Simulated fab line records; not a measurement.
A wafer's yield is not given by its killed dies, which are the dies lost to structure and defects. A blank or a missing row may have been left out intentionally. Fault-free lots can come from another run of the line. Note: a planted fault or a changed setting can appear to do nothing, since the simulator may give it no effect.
A struck lot beside a sound one :: flow sky130 :: 18 steps out of a route of 708
Sound: the wafers L514.1, L514.3, L514.5. The struck wafers were L524.2, L524.5, L524.6. Last of all comes the cause.
At each step with rows: each side's tool, then ch and its chambers, then its first start. Under that, the readings that differ: sound wafers :: struck wafers :: difference of the means :: sigmas: that difference in standard deviations of wafers without a fault.
alike: same words and numbers on both sides, and readings whose means sit less than 2 such deviations apart. not compared: any withheld reading, any reading some wafer has no value for, any bound like >300 that may hide the same value, and any number with overlapping values for which the record gives no deviation.
Wherever a step has rows on one side only, a row that says differs or no value, or a row with sigmas, the two part there. Numbers that have no deviation but don't overlap get no sigmas and don't part them. A reading missing from all wafers of one side parts the sides only when that side holds two or more wafers.

SKY_SONOS_ONO_OVL_MEAS_14:
  sound on overlay-02, day 17 05:56; struck on overlay-01, day 20 12:24
  alike: SONOS_ONO_OVL
SKY_SONOS_ONO_ETCH_15: etches the open film in CHF3/O2, target depth 19.52 nm, time 7.8 s.
  sound on rie-diel-02 ch 0,1,3, day 17 05:59; struck on rie-diel-02 ch 1,2,3, day 20 12:26
  alike: drypump-motor-current-A, oes-product-au, throttle-valve-pct
  not compared: rf-hours-counter-h
then, 1 step without rows for these wafers: SKY_SONOS_ONO_WET_ETCH_16 (etches SiO2 in dHF, target depth 14 nm, time 280 s).
SKY_SONOS_ONO_STRIP_17: strips in O2/N2.
  sound on plasma-asher-01 ch 0,1, day 17 06:06; struck on plasma-asher-02 ch 0,1, day 20 12:32
reading: o2-flow-sccm (sccm)
sound: 3003 3007 3026
struck: 2980 2984 3000
difference: -24
sigmas: -2
  alike: drypump-motor-current-A, oes-product-au, strip-time-to-endpoint-s
  not compared: rf-hours-counter-h
then, 3 steps without rows for these wafers: SKY_SONOS_ONO_WET_ETCH_18 (etches Si3N4 in H3PO4, target depth 15 nm, time 172 s); SKY_GATE_OXIDE_CLEAN_00 (cleans in SC1/SC2, time 150 s); SKY_GATE_OXIDE_OXIDATION_01 (stabilise 600 s, purge 300 s, target thk 10.268 nm).
SKY_GATE_OXIDE_THK_MEAS_02:
  sound on film-metro-03, day 17 09:19; struck on film-metro-02, day 20 15:35
  alike: GATE_OXIDE_OXIDATION_00_THK
then, 4 steps without rows for these wafers: SKY_GATE_OXIDE_DEHYDRATE_03 (time 60 s); SKY_GATE_OXIDE_HMDS_04 (prime time 60 s); SKY_GATE_OXIDE_COAT_05 (resist thk 1140 nm); SKY_GATE_OXIDE_SOFTBAKE_06 (time 60 s).
SKY_GATE_OXIDE_EXPOSE_07: exposes mask LVOM, target cd 600 nm.
  sound on iline-stepper-01 ch 0, day 17 23:43; struck on iline-stepper-02 ch 0, day 21 06:53
reading: model.GATE_OXIDE.overlay-x-nm (nm)
sound: 0.3907 0.3907 0.3907
struck: 156.5 156.5 156.5
difference: +156.1
sigmas: 
  alike: mask
then, 2 steps without rows for these wafers: SKY_GATE_OXIDE_PEB_08; SKY_GATE_OXIDE_DEVELOP_09 (develop time 60 s).
SKY_GATE_OXIDE_OVL_MEAS_10:
  sound on overlay-02, day 18 14:37; struck on overlay-01, day 21 21:57
reading: GATE_OXIDE_OVL (nm)
sound: -0.3 0.8 -0.5
struck: 157.1 155.9 157.0
difference: +156.7
sigmas: +99 or more
then, 2 steps without rows for these wafers: SKY_GATE_OXIDE_IMPLANT_11; SKY_PAD_OPEN_PROBE_99.

== WHERE THEY PART ==
Earliest at SKY_SONOS_ONO_STRIP_17; latest, in this record, at SKY_GATE_OXIDE_OVL_MEAS_10.

WHY: the cause the simulator had injected
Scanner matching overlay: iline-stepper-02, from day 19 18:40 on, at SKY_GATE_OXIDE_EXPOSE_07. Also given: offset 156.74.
